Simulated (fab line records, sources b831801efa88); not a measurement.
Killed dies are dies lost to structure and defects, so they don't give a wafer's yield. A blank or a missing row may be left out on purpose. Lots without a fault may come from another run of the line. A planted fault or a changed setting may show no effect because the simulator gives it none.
One fault seen from 2 desks | flow gf180mcu | each desk has only its own numbers; what lay behind them comes last

THE TOOL OWNER'S DESK: krf_scanner-01
The tool's own readings at GF_M5_EXPOSE_04 (exposes mask Metal5, target cd 280 nm): means of the sampled wafers that have a number, for each lot that ran on this tool. A lot is out of limits, marked OUT, if its mean lies more than 4 standard deviations from the usual mean; the brackets give that distance.
Columns: A = exposure_dose_mJ_cm2 at GF_M5_EXPOSE_04, usual 27.994
lot  | first seen here | A
L501 | day 27 04:19    | 27.985
L502 | day 27 11:04    | 28.002
L506 | day 28 14:53    | 27.991
L507 | day 29 05:04    | 27.984
L508 | day 29 07:41    | 28.017
L513 | day 30 15:52    | 27.011 (-38) OUT
This desk's finding: out of limits on L513; first on L513, day 30 15:52 (exposure_dose_mJ_cm2 at GF_M5_EXPOSE_04). In limits: L501, L502, L506, L507, L508.

THE METROLOGY DESK
What the gauges read, lot by lot, whatever tool the lot ran on: means of the sampled wafers that have a number. A lot is out of limits, marked OUT, if its mean lies more than 4 standard deviations from the usual mean; the brackets give that distance.
Columns: A = cd_nm at GF_M5_CD_MEAS_07, usual 279.9 nm
lot  | first seen here | A
L498 | day 26 17:37    | 278.9
L499 | day 26 21:52    | 280.5
L501 | day 27 14:19    | 279.8
L502 | day 27 21:31    | 281.8
L503 | day 28 02:49    | 280.4
L504 | day 28 17:26    | 278.8
L506 | day 28 23:50    | 278.5
L507 | day 29 15:07    | 278.6
L508 | day 29 17:04    | 280.5
L511 | day 30 12:43    | 280.8
L513 | day 31 00:31    | 262.7 (-12) OUT
L519 | day 32 18:34    | 280.1
This desk's finding: out of limits on L513; first on L513, day 31 00:31 (cd_nm at GF_M5_CD_MEAS_07). In limits: L498, L499, L501, L502, L503, L504, L506, L507, L508, L511, L519.

PUT TOGETHER
The tool owner's desk could have raised an alarm at day 30 15:52, on L513.
The metrology desk could have raised an alarm at day 31 00:31, on L513.
Of the lots named, all ran GF_M5_EXPOSE_04 on krf_scanner-01.

WHAT THE SIMULATOR HAD PUT IN
Process parameter drift: krf_scanner-01, from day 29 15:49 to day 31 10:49, at GF_M5_EXPOSE_04. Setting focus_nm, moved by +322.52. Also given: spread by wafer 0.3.
Lots struck among those shown: L513.
Hours from the fault's start to each desk's first reading out of limits: the tool owner's desk, 24; the metrology desk, 33.
